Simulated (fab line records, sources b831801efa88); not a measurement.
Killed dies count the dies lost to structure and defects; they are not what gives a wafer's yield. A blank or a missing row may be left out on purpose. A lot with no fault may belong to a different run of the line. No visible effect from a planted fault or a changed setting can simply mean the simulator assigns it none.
Comparing a struck lot with a sound one    flow sky130    16 steps out of a route of 708
Sound: wafers L107.1, L107.2, L107.6. Struck: wafer L998.2 (left out: L998.4, L998.5 of the same lot, which were not struck); the cause appears at the end.
Each step with rows lists, per side, the tool, then ch with its chambers, then its first start. Under that, the readings that differ: sound wafers    struck wafers    difference of the means    sigmas: that difference in standard deviations of wafers without a fault.
alike: same words and numbers on both sides, and readings whose means sit less than 2 such deviations apart. not compared: any withheld reading, any reading some wafer has no value for, any bound like >300 that may hide the same value, and any number with overlapping values for which the record gives no deviation.
The two part at a step that has a row with sigmas, a row that says differs or no value, or rows on one side only. Numbers that have no deviation but don't overlap get no sigmas and don't part them. A reading that every wafer of one side lacks parts them only if that side has two wafers or more.

first, 2 steps without rows for these wafers: SKY_METAL4_PEB_11; SKY_METAL4_DEVELOP_12 (develop time 60 s).
SKY_METAL4_CD_MEAS_13 targets a cd of 300 nm.
  sound: cd_sem-01 at day 46 11:37; struck: cd_sem-01 at day 43 21:31
  alike: cd_nm
SKY_METAL4_OVL_MEAS_14:
  sound: overlay-01 at day 46 11:44; struck: overlay-02 at day 43 21:38
  alike: METAL4_OVL
SKY_METAL4_DESCUM_15: chemistry O2, time 8 s.
  sound on rie_metal-04 ch 0,1, day 46 11:46; struck on rie_metal-02 ch 1, day 43 21:40
reading                sound              struck  difference  sigmas
oes_product_au (a.u.)  1.003 1.019 1.006  0.983   -0.026      -3
  alike: drypump_motor_current_A, temp_c
  not compared: rf_hours_counter_h
SKY_METAL4_ETCH_16: etches BARC in N2/H2, stops on SiO2, time 88.2 s, target depth 60 nm.
  sound on rie_metal-04 ch 0,1, day 46 11:47; struck on rie_metal-02 ch 1, day 43 21:41
  alike: drypump_motor_current_A, oes_product_au, throttle_valve_pct
  not compared: rf_hours_counter_h
SKY_METAL4_ETCH_17: etches SiO2 in C4F8/O2/Ar, stops on TiN, time 3.9 s, target depth 15 nm.
  sound on rie_diel-04 ch 2,3, day 46 11:53; struck on rie_diel-04 ch 3, day 43 21:47
  alike: oes_product_au
SKY_METAL4_METAL_ETCH_18: etches the open film in Cl2/BCl3, stops on SiO2, target depth 845 nm, time 183.1 s.
  sound on rie_metal-01 ch 0,1, day 46 11:55; struck on rie_metal-01 ch 1, day 43 21:49
  alike: drypump_motor_current_A, oes_product_au, throttle_valve_pct
  not compared: rf_hours_counter_h
then, 4 steps without rows for these wafers: SKY_METAL4_STRIP_19 (strips in O2/N2); SKY_METAL4_STRIP_20 (strips in post etch residue remover, time 1200 s); SKY_METAL4_CLEAN_21 (cleans in IPA, time 180 s); SKY_METAL4_CLEAN_22 (cleans in O3/DIW).
SKY_VIA4_HDPCVD_00: deposits SiO2, target thk 1750 nm, time 291.7 s.
  sound on hdpcvd-01 ch 0,2, day 46 12:41; struck on hdpcvd-01 ch 2, day 43 22:35
reading                                   sound           struck  difference  sigmas
model.SiO2_of_VIA4_HDPCVD_00.thk_nm (nm)  1724 1747 1736  792.2   -943.5      
SKY_VIA4_THK_MEAS_01:
  sound: film_metro-03 at day 46 12:52; struck: film_metro-03 at day 43 22:59
reading               sound           struck  difference  sigmas
VIA4_HDPCVD_THK (nm)  1725 1747 1735  793     -943        -52
  not compared: hold
SKY_VIA4_CMP_02: polishes SiO2.
  sound on cmp-01 ch 0,1,3, day 46 12:55; struck on cmp-02 ch 1, day 44 01:56
reading              sound           struck                    difference                    sigmas
hold                 - - -           await_dispo/2.9h/release  no value on the sound wafers  
motor_current_A (A)  13.4 12.2 14.6  11.5                      -1.9                          -2
  alike: head_pressure_psi
-- the record jumps here: 4 days lie between the struck wafers' starts before and after (it left off in module VIA4 and takes up again in module PAD_OPEN, whose first step shown is number 708 of the route) --
SKY_PAD_OPEN_PROBE_99:
  sound: prober-01 at day 49 20:46; struck: prober-01 at day 47 17:07
reading                                sound                struck     difference  sigmas
model.etest.tester.sort_n_pass         408 400 393          237        -163        
model.etest.tester.sort_bin_3_pct (%)  1.423 1.423 0.4065   35.16      +34.08      
model.etest.tester.sort_yield_pct (%)  82.93 81.3 79.88     48.17      -33.20      
model.etest.met5_comb.leak_log10_a_um  -11.98 -12.1 -11.97  -7.058     +4.959      
model.etest.tester.sort_bin_8_pct (%)  0 0 0                1.926e-08  +1.926e-08  
  alike: defect_limited_yield, killed_at_M0_to_M3, killed_at_M4_up, killed_at_contacts, killed_at_front_end, killed_at_other, killed_dies, killed_open, killed_short

WHERE THEY PART
At SKY_METAL4_DESCUM_15 first; at SKY_VIA4_CMP_02 last (within this record only). Later steps at which nothing parts them and some readings are alike: SKY_PAD_OPEN_PROBE_99.

WHY: the cause the simulator had injected
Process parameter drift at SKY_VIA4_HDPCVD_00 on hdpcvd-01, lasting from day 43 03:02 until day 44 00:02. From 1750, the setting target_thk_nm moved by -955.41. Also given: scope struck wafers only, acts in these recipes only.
